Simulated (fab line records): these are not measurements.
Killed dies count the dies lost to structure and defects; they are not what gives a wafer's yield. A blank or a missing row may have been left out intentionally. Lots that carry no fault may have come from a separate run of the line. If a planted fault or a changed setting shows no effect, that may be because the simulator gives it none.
Which tool was responsible? :: flow sky130 :: 11 lots with 33 wafers sampled at 4 steps, on a route of 708 steps

== WHAT THE GAUGES READ, wafer by wafer ==
SKY_PASSIVATION_THK_MEAS_03.
lot: L950
measured: day 43 09:02
on: film metro-03
PASSIVATION_CVD_02_THK (nm): 531 534 543

lot: L951
measured: day 44 04:42
on: film metro-03
PASSIVATION_CVD_02_THK (nm): 532 529 545

lot: L953
measured: day 45 01:55
on: film metro-01
PASSIVATION_CVD_02_THK (nm): 536 546 537

lot: L955
measured: day 45 18:46
on: film metro-03
PASSIVATION_CVD_02_THK (nm): 542 552 552

lot: L956
measured: day 46 06:20
on: film metro-02
PASSIVATION_CVD_02_THK (nm): 537 550 551

lot: L958
measured: day 46 07:49
on: film metro-01
PASSIVATION_CVD_02_THK (nm): 601 600 611

lot: L959
measured: day 46 13:24
on: film metro-01
PASSIVATION_CVD_02_THK (nm): 532 529 545

lot: L963
measured: day 47 19:54
on: film metro-02
PASSIVATION_CVD_02_THK (nm): 538 545 546

lot: L961
measured: day 48 00:43
on: film metro-03
PASSIVATION_CVD_02_THK (nm): 600 607 605

lot: L970
measured: day 49 01:32
on: film metro-02
PASSIVATION_CVD_02_THK (nm): 533 534 542

lot: L971
measured: day 49 02:27
on: film metro-02
PASSIVATION_CVD_02_THK (nm): 536 549 545

== WHICH TOOL RAN EACH LOT (tool, then ch and the chambers of the sampled wafers, then the start) ==
lot: L950
SKY_CAP2M_STRIP_14: plasma asher-01 ch 0,1, day 40 05:29
SKY_VIA4_CMP_21: cmp-01 ch 0,2,3, day 42 07:59
SKY_PASSIVATION_CVD_02: pecvd-04 ch 0,1,2, day 43 08:49

lot: L951
SKY_CAP2M_STRIP_14: plasma asher-03 ch 0,1, day 41 03:07
SKY_VIA4_CMP_21: cmp-02 ch 1,2,3, day 43 04:58
SKY_PASSIVATION_CVD_02: pecvd-04 ch 1,2, day 44 04:28

lot: L953
SKY_CAP2M_STRIP_14: plasma asher-03 ch 0,1, day 42 01:31
SKY_VIA4_CMP_21: cmp-02 ch 1,2, day 44 03:13
SKY_PASSIVATION_CVD_02: pecvd-01 ch 0,2, day 45 01:41

lot: L955
SKY_CAP2M_STRIP_14: plasma asher-01 ch 0,1, day 42 19:06
SKY_VIA4_CMP_21: cmp-02 ch 0,3, day 44 19:58
SKY_PASSIVATION_CVD_02: pecvd-01 ch 0,2, day 45 18:32

lot: L956
SKY_CAP2M_STRIP_14: plasma asher-01 ch 0,1, day 43 09:55
SKY_VIA4_CMP_21: cmp-01 ch 1,3, day 45 07:51
SKY_PASSIVATION_CVD_02: pecvd-04 ch 0,1,2, day 46 06:07

lot: L958
SKY_CAP2M_STRIP_14: plasma asher-03 ch 0, day 43 10:32
SKY_VIA4_CMP_21: cmp-01 ch 0,1, day 45 09:08
SKY_PASSIVATION_CVD_02: pecvd-01 ch 0,1,2, day 46 07:35

lot: L959
SKY_CAP2M_STRIP_14: plasma asher-03 ch 0,1, day 43 14:46
SKY_VIA4_CMP_21: cmp-01 ch 0,2, day 45 14:04
SKY_PASSIVATION_CVD_02: pecvd-03 ch 1,2, day 46 13:11

lot: L963
SKY_CAP2M_STRIP_14: plasma asher-03 ch 0,1, day 45 02:33
SKY_VIA4_CMP_21: cmp-02 ch 0,1, day 46 22:58
SKY_PASSIVATION_CVD_02: pecvd-04 ch 0,1, day 47 19:40

lot: L961
SKY_CAP2M_STRIP_14: plasma asher-01 ch 0,1, day 45 06:31
SKY_VIA4_CMP_21: cmp-02 ch 0,1,3, day 47 03:08
SKY_PASSIVATION_CVD_02: pecvd-01 ch 0,1,2, day 48 00:30

lot: L970
SKY_CAP2M_STRIP_14: plasma asher-03 ch 0,1, day 46 10:34
SKY_VIA4_CMP_21: cmp-01 ch 0,2,3, day 48 05:51
SKY_PASSIVATION_CVD_02: pecvd-04 ch 0,2, day 49 01:19

lot: L971
SKY_CAP2M_STRIP_14: plasma asher-03 ch 0,1, day 46 11:19
SKY_VIA4_CMP_21: cmp-01 ch 1,2, day 48 06:43
SKY_PASSIVATION_CVD_02: pecvd-03 ch 0,2, day 49 02:13
- SKY_CAP2M_STRIP_14: strips in O2/N2.
- SKY_VIA4_CMP_21: polishes, stops on SiO2, t overpolish 25 s, target thk 0 nm.
- SKY_PASSIVATION_CVD_02: deposits Si3N4, target thk 540 nm.

== THE ANSWER, worked out from the rows above alone ==
Rule: what is usual is taken from the lots themselves. The widest of any qualifying gaps counts: lots, ordered by their means at a reading, are off when they make up no more than a third of the lots, leave a main group of 4 or more, and stand apart from it by 3 or more times the standard deviation of that group's means. The tables above print the reading to a certain number of digits; a main group whose means all agree to those digits is not used. Also off: a lot with no number at a reading for which 4 or more lots have one. The other lots that the step has rows for count as sound.
Off: L958, L961, at SKY_PASSIVATION_THK_MEAS_03 (PASSIVATION_CVD_02_THK). The main group has a mean of 540 nm with a standard deviation of 4.7.
A tool fits if, at a process step before that reading, it ran every lot that is off, and no sound lot after the first of them. Gauges at SKY_PASSIVATION_THK_MEAS_03: tried the same way as those tools. One fits: pecvd-01 at SKY_PASSIVATION_CVD_02. Its last sound lot is L955 (day 45 18:32), its first lot that is off L958 (day 46 07:35): a fault that began between those two fits.

== WHAT THE SIMULATOR HAD PUT IN ==
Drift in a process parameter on pecvd-01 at SKY_PASSIVATION_CVD_02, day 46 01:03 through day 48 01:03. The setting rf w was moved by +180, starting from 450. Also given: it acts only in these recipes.
Shown lots that were struck: L958, L961. This agrees with what the rule above found.
